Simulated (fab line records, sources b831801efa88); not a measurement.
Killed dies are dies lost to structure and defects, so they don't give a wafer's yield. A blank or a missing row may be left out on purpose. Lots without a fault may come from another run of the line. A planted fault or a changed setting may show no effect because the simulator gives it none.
fab line records | flow gf180mcu
record lots=5 wafers=15 last_day=34
route steps=602 shown V3@434 M4@456
lots that met no fault: from a run of the same line without faults
start_h: hours from the record's first day to the start of the lot's first wafer shown | wait_h: hours since the lot's step before | " the same as in the row above | L1.1+2: a row that stands for several wafers | - no value, or no start given | * or withheld: withheld | < > ~ a bound
route shown NAME@n: a module of which the file shows steps, and the number in the route of the first | usual: mean/standard deviation of fault-free wafers | same: alike in all rows | chamber/n: place in a boat | sites: the reading at each site | _std_site: their standard deviation | _edge_site: outer sites' mean less inner sites' | radius_mm: how far each site lies from the wafer's centre | mask NAME#n: copy n | behind: the tool/chamber that last shaped the wafer | hold: why the lot was held/for how many hours/how that ended | device: the transistor (n, p or np) that didn't switch | end of line: the same wafers' tests at the end of the route | a step without rows: its recipe alone | killed: dies lost to structure and defects at the first sort, not the wafer's yield | map: a wafer's dies, x killed, . not, _ none there
set.NAME: the setting as run; set.NAME@STEP: as run at that earlier step | model.NAME: the simulator's own value behind a step, which no gauge read
lots at some steps of the route; a table a step, a row a wafer
services: from which hour (start_h, from the record's first day; less than 0 if before it) a tool's chamber was out of use, for how many hours, and why
## steps
# step GF_V3_BOW_MEAS_05
# recipe mode=bow
# usual V3_BOW=117/9.2
# columns lot.wafer tool chamber start_h wait_h V3_BOW[um]
L080.3 film_metro-03 - 564.40 0.3 122
L080.5 " - " " 136
L080.6 " - " " 134
L082.2 film_metro-02 - 583.35 0.2 106
L082.3 " - " " 119
L082.4 " - " " 120
L083.1 film_metro-03 - 589.48 0.2 135
L083.2 " - " " 122
L083.3 " - " " 120
L092.1 film_metro-03 - 656.07 0.2 125
L092.5 " - " " 114
L092.6 " - " " 120
L095.1 film_metro-01 - 672.57 0.1 95
L095.2 " - " " 109
L095.4 " - " " 118
# step GF_V3_DEHYDRATE_06
# recipe temp_c=200 time_s=60
# columns lot.wafer tool chamber start_h wait_h
L080.3+5+6 litho_track-02 0 574.50 10.1
L082.2+3+4 litho_track-03 0 593.48 10.1
L083.1+2+3 litho_track-01 0 599.90 10.4
L092.1+5+6 litho_track-03 0 665.21 9.1
L095.1+2+4 litho_track-02 0 681.90 9.3
# step GF_V3_HMDS_07
# recipe prime_time_s=60 prime_temp_c=120
# columns lot.wafer tool chamber start_h wait_h
L080.3+5+6 litho_track-02 0 574.65 0.1
L082.2+3+4 litho_track-03 0 593.63 0.1
L083.1+2+3 litho_track-01 0 600.05 0.1
L092.1+5+6 litho_track-03 0 665.36 0.1
L095.1+2+4 litho_track-02 0 682.05 0.1
# step GF_V3_COAT_08
# recipe resist=BARC temp_c=withheld time_s=withheld spin_rpm=withheld resist_thk_nm=withheld
# columns lot.wafer tool chamber start_h wait_h
L080.3+5+6 litho_track-02 0 574.80 0.1
L082.2+3+4 litho_track-03 0 593.78 0.1
L083.1+2+3 litho_track-01 0 600.20 0.1
L092.1+5+6 litho_track-03 0 665.51 0.1
L095.1+2+4 litho_track-02 0 682.20 0.1
# step GF_V3_COAT_09
# recipe resist=KrF spin_rpm=withheld resist_thk_nm=1000
# columns lot.wafer tool chamber start_h wait_h
L080.3+5+6 litho_track-02 0 - -
L082.2+3+4 litho_track-03 0 - -
L083.1+2+3 litho_track-01 0 - -
L092.1+5+6 litho_track-03 0 - -
L095.1+2+4 litho_track-02 0 - -
# step GF_V3_SOFTBAKE_10
# recipe temp_c=130 time_s=60 resist=KrF
# columns lot.wafer tool chamber start_h wait_h
L080.3+5+6 litho_track-02 0 - -
L082.2+3+4 litho_track-03 0 - -
L083.1+2+3 litho_track-01 0 - -
L092.1+5+6 litho_track-03 0 - -
L095.1+2+4 litho_track-02 0 - -
# step GF_V3_EXPOSE_11
# recipe mask_id=Via3 target_cd_nm=260 na=0.68 source_shape=conventional sigma_outer=0.6 dose_mj=38
# columns lot.wafer tool chamber start_h wait_h mask
L080.3+5+6 krf_scanner-02 0 - - Via3#0
L082.2+3+4 krf_scanner-02 0 - - Via3#0
L083.1+2+3 krf_scanner-01 0 - - Via3#0
L092.1+5+6 krf_scanner-01 0 - - Via3#0
L095.1+2+4 krf_scanner-01 0 - - Via3#0
# step GF_V3_PEB_12
# recipe peb_temp_c=135 peb_time_s=90 resist=KrF
# columns lot.wafer tool chamber start_h wait_h
L080.3+5+6 litho_track-01 0 - -
L082.2+3+4 litho_track-01 0 - -
L083.1+2+3 litho_track-01 0 - -
L092.1+5+6 litho_track-03 0 - -
L095.1+2+4 litho_track-01 0 - -
# step GF_V3_DEVELOP_13
# recipe develop_time_s=60 resist=KrF dev_temp_c=21
# columns lot.wafer tool chamber start_h wait_h
L080.3+5+6 litho_track-01 0 586.55 0.1
L082.2+3+4 litho_track-01 0 605.38 0.2
L083.1+2+3 litho_track-01 0 611.15 0.2
L092.1+5+6 litho_track-03 0 676.41 0.2
L095.1+2+4 litho_track-01 0 691.15 0.2
# step GF_V3_CD_MEAS_14
# recipe target_cd_nm=260
# usual cd_nm=259.9/1.3
# columns lot.wafer tool chamber start_h wait_h cd_nm
L080.3 cd_sem-02 - 586.69 0.1 261.1
L080.5 " - " " 262.1
L080.6 " - " " 259.8
L082.2 cd_sem-02 - 605.52 0.1 259.1
L082.3 " - " " 260.1
L082.4 " - " " 260.8
L083.1 cd_sem-01 - 611.30 0.1 259.4
L083.2 " - " " 259.6
L083.3 " - " " 259.9
L092.1 cd_sem-02 - 676.56 0.1 261.9
L092.5 " - " " 261.5
L092.6 " - " " 262.2
L095.1 cd_sem-02 - 691.30 0.1 258.2
L095.2 " - " " 259.0
L095.4 " - " " 258.7
# step GF_V3_OVL_MEAS_15
# usual V3_OVL=0/5.6
# columns lot.wafer tool chamber start_h wait_h V3_OVL[nm]
L080.3 overlay-02 - 586.78 0.1 -3
L080.5 " - " " -1
L080.6 " - " " 1
L082.2 overlay-02 - 605.63 0.1 4
L082.3 " - " " 9
L082.4 " - " " 1
L083.1 overlay-02 - 611.42 0.1 0
L083.2 " - " " 8
L083.3 " - " " -2
L092.1 overlay-02 - 676.68 0.1 4
L092.5 " - " " 2
L092.6 " - " " -8
L095.1 overlay-02 - 691.42 0.1 3
L095.2 " - " " -6
L095.4 " - " " -1
# step GF_V3_ETCH_16
# recipe chemistry=N2/H2 target_depth_a=withheld overetch_a=withheld time_s=withheld target=BARC ion_energy_ev=200 source_w=500 bias_w=100 pressure_mtorr=30 n2_flow_sccm=100 h2_flow_sccm=200
# usual drypump_motor_current_A=6.0/0.49 oes_product_au=0.855/0.0046 throttle_valve_pct=13.224/0.0099
# columns lot.wafer tool chamber start_h wait_h drypump_motor_current_A oes_product_au throttle_valve_pct
L080.3 rie_diel-04 0 586.81 0.0 5.8 0.858 13.218
L080.5 " 3 " " 6.7 0.857 13.237
L080.6 " 0 " " 5.8 0.857 13.234
L082.2 rie_diel-04 2 605.66 0.0 5.1 0.855 13.219
L082.3 " 1 " " 6.1 0.846 13.212
L082.4 " 3 " " 6.6 0.854 13.231
L083.1 rie_diel-04 3 611.46 0.0 6.6 0.857 13.231
L083.2 " 0 " " 5.8 0.854 13.232
L083.3 " 2 " " 5.1 0.856 13.218
L092.1 rie_diel-04 0 676.71 0.0 5.8 0.853 13.218
L092.5 " 3 " " 6.6 0.855 13.221
L092.6 " 0 " " 5.8 0.850 13.219
L095.1 rie_diel-03 3 691.46 0.0 6.7 0.862 13.221
L095.2 " 2 " " 5.2 0.846 13.235
L095.4 " 0 " " 5.9 0.851 13.220
# step GF_V3_ETCH_17
# recipe chemistry=C4F8/O2/Ar mask_material=KrF target=SiO2 stop_on=TiN source_w=1500 bias_w=1200 pressure_mtorr=40 c4f8_flow_sccm=withheld O2_flow_sccm=6 Ar_flow_sccm=300 time_s=withheld target_depth_a=6350
# usual oes_product_au=0.856/0.005
# columns lot.wafer tool chamber start_h wait_h oes_product_au
L080.3 rie_diel-04 0 - - 0.852
L080.5 " 3 " " 0.863
L080.6 " 0 " " 0.860
L082.2 rie_diel-04 2 - - 0.847
L082.3 " 1 " " 0.855
L082.4 " 3 " " 0.854
L083.1 rie_diel-04 3 - - 0.863
L083.2 " 0 " " 0.863
L083.3 " 2 " " 0.860
L092.1 rie_diel-04 0 - - 0.859
L092.5 " 3 " " 0.862
L092.6 " 0 " " 0.849
L095.1 rie_diel-03 3 - - 0.850
L095.2 " 2 " " 0.859
L095.4 " 0 " " 0.869
# step GF_V3_STRIP_18
# recipe chemistry=O2/N2 power_w=1400 pressure_mtorr=1500 platen_temp_c=250 o2_flow_sccm=3000 n2_flow_sccm=300 overash_fraction=0.5
# usual drypump_motor_current_A=5.6/0.44 heater_power_w=349/39 oes_product_au=0.592/0.0053
# columns lot.wafer tool chamber start_h wait_h drypump_motor_current_A heater_power_w oes_product_au rf_hours_counter_h
L080.3 plasma_asher-03 0 586.97 - 6.0 402 0.599 -
L080.5 " 0 " " 6.0 406 0.593 -
L080.6 " 1 " " 4.9 297 0.589 -
L082.2 plasma_asher-01 0 605.79 - 5.9 309 0.595 17
L082.3 " 1 " " 5.7 355 0.592 -
L082.4 " 0 " " 5.9 320 0.594 -
L083.1 plasma_asher-01 0 611.59 - 5.9 312 0.587 18
L083.2 " 1 " " 5.7 357 0.601 18
L083.3 " 0 " " 5.9 313 0.591 -
L092.1 plasma_asher-03 0 676.84 - 6.0 407 0.591 111
L092.5 " 1 " " 4.8 297 0.598 -
L092.6 " 0 " " 6.0 399 0.588 -
L095.1 plasma_asher-01 0 691.59 - 5.9 313 0.582 26
L095.2 " 1 " " 5.7 357 0.601 26
L095.4 " 1 " " 5.7 350 0.594 -
# step GF_V3_STRIP_19
# recipe chemistry=post_etch_residue_remover time_s=1200 temp_c=72.5
# usual bath_guard_temp_C=72.6/0.49
# columns lot.wafer tool chamber start_h wait_h bath_guard_temp_C
L080.3 wet_bench-02 3 587.04 0.0 73.3
L080.5 " 3 " " 73.3
L080.6 " 3 " " 73.5
L082.2 wet_bench-01 0 605.89 0.1 72.0
L082.3 " 0 " " 71.8
L082.4 " 0 " " 72.2
L083.1 wet_bench-01 1 611.70 0.1 73.5
L083.2 " 1 " " 73.5
L083.3 " 1 " " 73.3
L092.1 wet_bench-01 2 676.94 0.1 72.3
L092.5 " 2 " " 72.4
L092.6 " 2 " " 72.4
L095.1 wet_bench-04 3 691.69 0.1 72.6
L095.2 " 3 " " 72.6
L095.4 " 3 " " 72.4
# step GF_V3_CLEAN_20
# recipe chemistry=DIW dry=n2_spin
# columns lot.wafer tool chamber start_h wait_h
L080.3+5+6 wet_bench-02 3 587.38 0.0
L082.2+3+4 wet_bench-02 0 606.23 0.0
L083.1+2+3 wet_bench-04 2 612.04 0.0
L092.1+5+6 wet_bench-04 2 677.28 0.0
L095.1+2+4 wet_bench-02 3 692.03 0.0
# step GF_V3_SPUTTER_21
# recipe material=Ti target_thk_nm=15 chamber_pressure_pa=5 power_w=2500 substrate_temp_c=200 time_s=80.02
# usual chamber_pressure_pa=5.000/0.011 throttle_valve_pct=30.2/1.4
# columns lot.wafer tool chamber start_h wait_h chamber_pressure_pa throttle_valve_pct
L080.3 pvd_sputter-03 - 587.47 0.0 4.990 29.2
L080.5 " - " " 4.995 28.9
L080.6 " - " " 4.997 31.4
L082.2 pvd_sputter-01 - 606.34 0.0 5.003 29.5
L082.3 " - " " 5.006 29.1
L082.4 " - " " 4.991 30.5
L083.1 pvd_sputter-01 - 612.13 0.0 5.006 28.9
L083.2 " - " " 5.006 30.4
L083.3 " - " " 5.010 29.9
L092.1 pvd_sputter-04 - 677.38 0.0 4.989 29.5
L092.5 " - " " 4.993 29.4
L092.6 " - " " 5.013 30.5
L095.1 pvd_sputter-01 - 692.13 0.0 5.010 29.5
L095.2 " - " " 4.996 28.7
L095.4 " - " " 5.006 30.6
# step GF_V3_SPUTTER_22
# recipe material=TiN target_thk_nm=10 chamber_pressure_pa=5 power_w=4000 time_s=40
# usual chamber_pressure_pa=5.001/0.01 throttle_valve_pct=30.2/1.4
# columns lot.wafer tool chamber start_h wait_h chamber_pressure_pa throttle_valve_pct
L080.3 pvd_sputter-03 - 587.53 0.0 5.002 28.8
L080.5 " - " " 4.983 29.1
L080.6 " - " " 5.003 31.1
L082.2 pvd_sputter-01 - 606.40 0.0 4.985 29.9
L082.3 " - " " 5.014 29.0
L082.4 " - " " 4.998 30.5
L083.1 pvd_sputter-01 - 612.19 0.0 4.997 29.2
L083.2 " - " " 5.010 30.5
L083.3 " - " " 5.013 29.6
L092.1 pvd_sputter-04 - 677.44 0.0 5.002 29.7
L092.5 " - " " 5.005 29.6
L092.6 " - " " 5.004 30.8
L095.1 pvd_sputter-01 - 692.19 0.0 4.997 29.4
L095.2 " - " " 5.002 29.1
L095.4 " - " " 5.006 30.4
# step GF_V3_CVD_23
# recipe material=W target_thk_nm=350 time_s=104.9 temp_c=400 pressure_torr=40
# usual heater_power_w=794/18
# columns lot.wafer tool chamber start_h wait_h heater_power_w
L080.3 cvd_w-02 0 587.61 0.1 776
L080.5 " 0 " " 793
L080.6 " 1 " " 835
L082.2 cvd_w-02 0 606.44 0.0 764
L082.3 " 0 " " 788
L082.4 " 1 " " 825
L083.1 cvd_w-01 0 612.23 0.0 789
L083.2 " 1 " " 818
L083.3 " 1 " " 812
L092.1 cvd_w-01 1 677.48 0.0 813
L092.5 " 0 " " 817
L092.6 " 1 " " 789
L095.1 cvd_w-02 0 692.23 0.0 779
L095.2 " 1 " " 800
L095.4 " 0 " " 787
# step GF_V3_RS_MEAS_24
# recipe thk_meas_gauge=four-point-probe reads=W_of_V3_CVD_23+TiN_of_V3_SPUTTER_22+Ti_of_V3_SPUTTER_21
# usual V3_W_RS=0.327/0.0039
# columns lot.wafer tool chamber start_h wait_h V3_W_RS[ohm/sq]
L080.3 film_metro-01 - 587.72 0.1 0.327
L080.5 " - " " 0.327
L080.6 " - " " 0.324
L082.2 film_metro-01 - 606.57 0.1 0.326
L082.3 " - " " 0.333
L082.4 " - " " 0.327
L083.1 film_metro-02 - 612.34 0.1 0.325
L083.2 " - " " 0.326
L083.3 " - " " 0.326
L092.1 film_metro-01 - 677.60 0.1 0.329
L092.5 " - " " 0.327
L092.6 " - " " 0.328
L095.1 film_metro-01 - 692.34 0.1 0.336
L095.2 " - " " 0.325
L095.4 " - " " 0.332
# step GF_V3_THK_MEAS_25
# recipe thk_meas_gauge=xrf reads=W_of_V3_CVD_23
# usual V3_W_THK=342/5.4
# columns lot.wafer tool chamber start_h wait_h V3_W_THK[nm]
L080.3 film_metro-01 - 587.82 0.1 344
L080.5 " - " " 343
L080.6 " - " " 347
L082.2 film_metro-01 - 606.68 0.1 341
L082.3 " - " " 333
L082.4 " - " " 341
L083.1 film_metro-02 - 612.46 0.1 343
L083.2 " - " " 344
L083.3 " - " " 344
L092.1 film_metro-01 - 677.72 0.1 337
L092.5 " - " " 341
L092.6 " - " " 342
L095.1 film_metro-01 - 692.46 0.1 332
L095.2 " - " " 345
L095.4 " - " " 336
# step GF_V3_CMP_26
# recipe stop_on=SiO2 down_force_psi=3.5 platen_rpm=60 t_overpolish_s=15 target_thk_nm=0 pad_velocity_m_s=0.94248
# usual motor_current_A=10.9/0.94 overpolish_run_s=15.001/0.0094 retaining_ring_pressure_frac=0.999/0.0049 slurry_filter_dp_kPa=13.51/0.15 slurry_flow_ml_min=150.0/0.45 time_to_endpoint_s=85/3.4
# columns lot.wafer tool chamber start_h wait_h motor_current_A overpolish_run_s retaining_ring_pressure_frac slurry_filter_dp_kPa slurry_flow_ml_min time_to_endpoint_s
L080.3 cmp-02 0 587.86 0.0 11.2 14.993 1.000 13.83 150.0 92
L080.6 " 0 " " 12.0 15.001 0.998 13.30 150.5 92
L080.5 " 1 " " 12.0 14.983 1.001 13.56 150.1 85
L082.2 cmp-02 3 606.73 0.0 10.7 15.003 0.995 13.47 150.1 88
L082.4 " 1 " " 11.9 15.005 0.999 13.40 150.2 81
L082.3 " 2 " " 9.5 15.000 0.998 13.59 149.9 85
L083.2 cmp-01 3 612.52 0.0 12.5 15.002 0.998 13.61 150.0 86
L083.1 " 1 " " 12.1 15.004 1.008 13.38 150.0 84
L083.3 " 2 " " 10.0 14.997 1.006 13.38 150.2 81
L092.1 cmp-01 0 677.82 0.1 10.3 15.007 1.001 13.61 150.6 84
L092.6 " 0 " " 10.3 15.012 1.005 13.62 149.4 88
L092.5 " 1 " " 11.5 15.008 0.995 13.53 149.9 85
L095.4 cmp-01 2 692.52 0.0 9.7 14.991 1.000 13.18 149.9 80
L095.1 " 3 " " 11.7 14.996 0.999 13.35 149.9 84
L095.2 " 1 " " 11.8 14.991 1.004 13.60 149.2 87
# step GF_M4_SPUTTER_00
# recipe material=Ti target_thk_nm=37.5 arriving_ion_energy_ev=80 substrate_temp_c=200 chamber_pressure_pa=2 power_w=4000 time_s=150
# usual chamber_pressure_pa=2.000/0.004 throttle_valve_pct=30.5/1.3
# columns lot.wafer tool chamber start_h wait_h chamber_pressure_pa throttle_valve_pct
L080.3 pvd_sputter-04 - 588.16 0.2 1.999 29.0
L080.5 " - " " 1.993 30.4
L080.6 " - " " 1.996 30.8
L082.2 pvd_sputter-02 - 607.03 0.2 2.004 31.7
L082.3 " - " " 2.007 29.7
L082.4 " - " " 1.998 30.1
L083.1 pvd_sputter-03 - 612.82 0.1 1.999 29.9
L083.2 " - " " 1.998 33.7
L083.3 " - " " 2.003 29.1
L092.1 pvd_sputter-03 - 678.12 0.2 2.000 29.0
L092.5 " - " " 2.003 28.9
L092.6 " - " " 2.005 31.6
L095.1 pvd_sputter-03 - 692.82 0.2 1.995 28.9
L095.2 " - " " 1.995 33.2
L095.4 " - " " 2.000 29.7
# step GF_M4_SPUTTER_01
# recipe material=TiN target_thk_nm=30 power_w=6500 time_s=25 chamber_pressure_pa=0.4
# usual chamber_pressure_pa=0.3998/0.00081 throttle_valve_pct=30.5/1.3
# columns lot.wafer tool chamber start_h wait_h chamber_pressure_pa throttle_valve_pct
L080.3 pvd_sputter-04 - 588.26 0.1 0.3997 29.3
L080.5 " - " " 0.3999 30.5
L080.6 " - " " 0.3998 31.1
L082.2 pvd_sputter-02 - 607.13 0.1 0.4007 31.7
L082.3 " - " " 0.3995 29.8
L082.4 " - " " 0.3998 30.5
L083.1 pvd_sputter-03 - 612.92 0.1 0.4010 30.0
L083.2 " - " " 0.3994 33.5
L083.3 " - " " 0.3987 29.4
L092.1 pvd_sputter-03 - 678.22 0.1 0.4005 28.9
L092.5 " - " " 0.3999 28.9
L092.6 " - " " 0.3999 31.3
L095.1 pvd_sputter-03 - 692.92 0.1 0.3991 28.8
L095.2 " - " " 0.4006 33.5
L095.4 " - " " 0.3991 29.7
# step GF_M4_SPUTTER_02
# recipe material=AlCu target_thk_nm=450 power_w=10600 time_s=23.9 chamber_pressure_pa=0.4
# usual chamber_pressure_pa=0.3999/0.00079 throttle_valve_pct=30.5/1.3
# columns lot.wafer tool chamber start_h wait_h chamber_pressure_pa throttle_valve_pct
L080.3 pvd_sputter-04 - 588.29 0.0 0.3994 29.2
L080.5 " - " " 0.3997 30.5
L080.6 " - " " 0.3998 30.5
L082.2 pvd_sputter-02 - 607.16 0.0 0.3998 31.7
L082.3 " - " " 0.3992 29.7
L082.4 " - " " 0.4002 30.3
L083.1 pvd_sputter-03 - 612.95 0.0 0.4007 29.8
L083.2 " - " " 0.3990 33.4
L083.3 " - " " 0.3994 28.8
L092.1 pvd_sputter-03 - 678.26 0.0 0.3996 28.7
L092.5 " - " " 0.3994 28.9
L092.6 " - " " 0.4000 31.2
L095.1 pvd_sputter-03 - 692.95 0.0 0.3992 28.8
L095.2 " - " " 0.3995 33.6
L095.4 " - " " 0.4001 29.8
# step GF_M4_SPUTTER_03
# recipe material=Ti target_thk_nm=10 substrate_temp_c=300 chamber_pressure_pa=0.3 power_w=3000 time_s=6.7
# usual chamber_pressure_pa=0.2999/0.00066 throttle_valve_pct=30.5/1.3
# columns lot.wafer tool chamber start_h wait_h chamber_pressure_pa throttle_valve_pct
L080.3 pvd_sputter-04 - 588.32 0.0 0.2995 28.8
L080.5 " - " " 0.2997 30.4
L080.6 " - " " 0.2996 30.7
L082.2 pvd_sputter-02 - 607.19 0.0 0.2994 31.8
L082.3 " - " " 0.3003 29.4
L082.4 " - " " 0.3000 30.3
L083.1 pvd_sputter-03 - 612.98 0.0 0.3000 30.1
L083.2 " - " " 0.3019 33.7
L083.3 " - " " 0.3005 28.8
L092.1 pvd_sputter-03 - 678.28 0.0 0.2996 28.8
L092.5 " - " " 0.2994 28.9
L092.6 " - " " 0.2994 31.4
L095.1 pvd_sputter-03 - 692.98 0.0 0.3002 29.1
L095.2 " - " " 0.2997 33.5
L095.4 " - " " 0.3011 29.7
# step GF_M4_SPUTTER_04
# recipe material=TiN target_thk_nm=50 power_w=6500 time_s=41.7 chamber_pressure_pa=0.4
# usual chamber_pressure_pa=0.4000/0.00091 throttle_valve_pct=30.5/1.3
# columns lot.wafer tool chamber start_h wait_h chamber_pressure_pa throttle_valve_pct
L080.3 pvd_sputter-04 - 588.34 0.0 0.4004 28.9
L080.5 " - " " 0.3989 30.2
L080.6 " - " " 0.3996 30.8
L082.2 pvd_sputter-02 - 607.21 0.0 0.3993 31.6
L082.3 " - " " 0.3997 29.5
L082.4 " - " " 0.3999 30.1
L083.1 pvd_sputter-03 - 613.00 0.0 0.4010 29.7
L083.2 " - " " 0.4001 33.3
L083.3 " - " " 0.4000 29.0
L092.1 pvd_sputter-03 - 678.31 0.0 0.3998 29.0
L092.5 " - " " 0.3998 29.0
L092.6 " - " " 0.4002 31.6
L095.1 pvd_sputter-03 - 693.00 0.0 0.3989 28.9
L095.2 " - " " 0.3996 33.5
L095.4 " - " " 0.4004 29.9
# step GF_M4_RS_MEAS_05
# recipe thk_meas_gauge=four-point-probe reads=TiN_of_M4_SPUTTER_04+Ti_of_M4_SPUTTER_03+AlCu_of_M4_SPUTTER_02+TiN_of_M4_SPUTTER_01+Ti_of_M4_SPUTTER_00
# usual M4_ALCU_RS=0.0695/0.00081
# columns lot.wafer tool chamber start_h wait_h M4_ALCU_RS[ohm/sq]
L080.3 film_metro-01 - 588.42 0.1 0.0711
L080.5 " - " " 0.0707
L080.6 " - " " 0.0704
L082.2 film_metro-02 - 607.27 0.0 0.0699
L082.3 " - " " 0.0702
L082.4 " - " " 0.0689
L083.1 film_metro-02 - 613.04 0.0 0.0703
L083.2 " - " " 0.0701
L083.3 " - " " 0.0685
L092.1 film_metro-02 - 678.35 0.0 0.0684
L092.5 " - " " 0.0682
L092.6 " - " " 0.0703
L095.1 film_metro-01 - 693.04 0.0 0.0695
L095.2 " - " " 0.0706
L095.4 " - " " 0.0714
# step GF_M4_THK_MEAS_06
# recipe thk_meas_gauge=xrf reads=AlCu_of_M4_SPUTTER_02
# usual M4_ALCU_THK=451/5.9
# columns lot.wafer tool chamber start_h wait_h M4_ALCU_THK[nm]
L080.3 film_metro-01 - 588.52 0.1 438
L080.5 " - " " 443
L080.6 " - " " 445
L082.2 film_metro-02 - 607.38 0.1 449
L082.3 " - " " 448
L082.4 " - " " 457
L083.1 film_metro-02 - 613.16 0.1 450
L083.2 " - " " 449
L083.3 " - " " 458
L092.1 film_metro-02 - 678.47 0.1 460
L092.5 " - " " 461
L092.6 " - " " 450
L095.1 film_metro-01 - 693.16 0.1 449
L095.2 " - " " 442
L095.4 " - " " 438
# step GF_M4_DEHYDRATE_07
# recipe temp_c=200 time_s=60
# columns lot.wafer tool chamber start_h wait_h
L080.3+5+6 litho_track-04 0 598.93 10.4
L082.2+3+4 litho_track-04 0 616.91 9.5
L083.1+2+3 litho_track-03 0 622.86 9.7
L092.1+5+6 litho_track-04 0 686.98 8.5
L095.1+2+4 litho_track-03 0 701.86 8.7
# step GF_M4_HMDS_08
# recipe prime_time_s=60 prime_temp_c=120
# columns lot.wafer tool chamber start_h wait_h
L080.3+5+6 litho_track-04 0 599.08 0.1
L082.2+3+4 litho_track-04 0 617.06 0.1
L083.1+2+3 litho_track-03 0 623.01 0.1
L092.1+5+6 litho_track-04 0 687.13 0.1
L095.1+2+4 litho_track-03 0 702.01 0.1
# step GF_M4_COAT_09
# recipe resist=KrF spin_rpm=withheld resist_thk_nm=1000
# columns lot.wafer tool chamber start_h wait_h
L080.3+5+6 litho_track-04 0 599.23 0.1
L082.2+3+4 litho_track-04 0 617.21 0.1
L083.1+2+3 litho_track-03 0 623.16 0.1
L092.1+5+6 litho_track-04 0 687.28 0.1
L095.1+2+4 litho_track-03 0 702.16 0.1
# step GF_M4_SOFTBAKE_10
# recipe temp_c=130 time_s=60 resist=KrF
# columns lot.wafer tool chamber start_h wait_h
L080.3+5+6 litho_track-04 0 599.38 0.1
L082.2+3+4 litho_track-04 0 617.36 0.1
L083.1+2+3 litho_track-03 0 623.31 0.1
L092.1+5+6 litho_track-04 0 687.43 0.1
L095.1+2+4 litho_track-03 0 702.31 0.1
# step GF_M4_EXPOSE_11
# recipe mask_id=Metal4 target_cd_nm=280 na=0.68 source_shape=conventional sigma_outer=0.6 dose_mj=28
# columns lot.wafer tool chamber start_h wait_h mask
L080.3+5+6 krf_scanner-01 0 - - Metal4#0
L082.2+3+4 krf_scanner-01 0 - - Metal4#0
L083.1+2+3 krf_scanner-01 0 - - Metal4#0
L092.1+5+6 krf_scanner-01 0 - - Metal4#0
L095.1+2+4 krf_scanner-01 0 - - Metal4#0
# step GF_M4_PEB_12
# recipe peb_temp_c=135 peb_time_s=90 resist=KrF
# columns lot.wafer tool chamber start_h wait_h
L080.3+5+6 litho_track-01 0 - -
L082.2+3+4 litho_track-03 0 - -
L083.1+2+3 litho_track-03 0 - -
L092.1+5+6 litho_track-01 0 - -
L095.1+2+4 litho_track-01 0 - -
# step GF_M4_DEVELOP_13
# recipe develop_time_s=60 dev_temp_c=21
# columns lot.wafer tool chamber start_h wait_h
L080.3+5+6 litho_track-01 0 610.85 0.1
L082.2+3+4 litho_track-03 0 628.33 0.2
L083.1+2+3 litho_track-03 0 634.41 0.2
L092.1+5+6 litho_track-01 0 696.90 0.2
L095.1+2+4 litho_track-01 0 711.20 0.2
# step GF_M4_CD_MEAS_14
# recipe target_cd_nm=280
# usual cd_nm=279.9/1.1
# columns lot.wafer tool chamber start_h wait_h cd_nm
L080.3 cd_sem-02 - 610.99 0.1 280.1
L080.5 " - " " 278.8
L080.6 " - " " 279.0
L082.2 cd_sem-01 - 628.48 0.1 280.0
L082.3 " - " " 281.3
L082.4 " - " " 280.0
L083.1 cd_sem-02 - 634.56 0.1 277.6
L083.2 " - " " 277.5
L083.3 " - " " 277.9
L092.1 cd_sem-01 - 697.05 0.1 281.2
L092.5 " - " " 280.8
L092.6 " - " " 280.7
L095.1 cd_sem-01 - 711.35 0.1 280.9
L095.2 " - " " 280.4
L095.4 " - " " 279.8
# step GF_M4_OVL_MEAS_15
# usual M4_OVL=0/4.4
# columns lot.wafer tool chamber start_h wait_h M4_OVL[nm]
L080.3 overlay-01 - 611.08 0.1 -1
L080.5 " - " " 10
L080.6 " - " " 1
L082.2 overlay-02 - 628.58 0.1 -10
L082.3 " - " " -2
L082.4 " - " " -5
L083.1 overlay-02 - 634.68 0.1 -1
L083.2 " - " " 6
L083.3 " - " " -1
L092.1 overlay-02 - 697.17 0.1 -3
L092.5 " - " " 1
L092.6 " - " " -1
L095.1 overlay-01 - 711.47 0.1 5
L095.2 " - " " 0
L095.4 " - " " 5
# step GF_M4_METAL_ETCH_16
# recipe chemistry=Cl2/BCl3 mask_material=KrF target_depth_nm=750.8 stop_on=SiO2 pressure_mtorr=8 icp_w=800 bias_w=140 Cl2_flow_sccm=80 bcl3_flow_sccm=40 time_s=125.1
# usual drypump_motor_current_A=6.1/0.4 oes_product_au=0.989/0.0063 throttle_valve_pct=28.232/0.011
# columns lot.wafer tool chamber start_h wait_h drypump_motor_current_A oes_product_au rf_hours_counter_h throttle_valve_pct
L080.3 rie_metal-01 0 611.15 0.1 6.7 0.983 - 28.231
L080.5 " 0 " " 6.7 0.983 - 28.235
L080.6 " 1 " " 6.2 0.986 - 28.244
L082.2 rie_metal-04 1 628.66 0.1 6.0 0.994 - 28.237
L082.3 " 1 " " 6.0 0.979 - 28.238
L082.4 " 1 " " 6.0 0.982 - 28.256
L083.1 rie_metal-01 0 634.71 0.0 6.7 0.986 9 28.238
L083.2 " 1 " " 6.1 0.992 13 28.236
L083.3 " 0 " " 6.7 0.977 - 28.218
L092.1 rie_metal-04 0 697.21 0.0 5.4 0.994 3 28.221
L092.5 " 1 " " 6.0 0.978 - 28.250
L092.6 " 0 " " 5.4 0.988 - 28.223
L095.1 rie_metal-01 0 711.51 0.0 6.7 0.987 13 28.233
L095.2 " 1 " " 6.2 0.987 2 28.231
L095.4 " 1 " " 6.2 0.994 - 28.240
## services
# columns tool chamber start_h hours kind
rie_diel-04 1 551.56 8.9 repair
pvd_sputter-03 - 556.24 15.3 repair
cvd_w-02 0 563.52 8.6 repair
rie_diel-04 - 577.93 0.5 repair
krf_scanner-01 - 579.85 0.8 pm
cvd_w-02 - 594.45 1.6 repair
pvd_sputter-04 - 604.02 46.8 repair
cmp-01 - 617.16 5.6 pm
wet_bench-01 - 617.60 1.5 repair
cmp-01 - 624.26 1.0 repair
krf_scanner-01 - 627.26 0.8 repair
pvd_sputter-02 - 628.19 1.6 repair
pvd_sputter-01 - 628.97 1.1 repair
rie_diel-04 - 630.00 0.6 repair
cmp-01 - 640.85 1.5 repair
pvd_sputter-04 - 643.96 1.3 repair
pvd_sputter-02 - 651.07 2.7 repair
pvd_sputter-04 - 656.90 14.3 repair
cmp-01 - 658.71 1.3 repair
krf_scanner-01 - 688.87 1.3 pm
plasma_asher-01 - 703.72 2.8 pm
pvd_sputter-02 - 706.57 2.4 repair
pvd_sputter-03 - 706.87 6.7 repair
plasma_asher-01 - 708.43 0.4 repair
## key
fault none
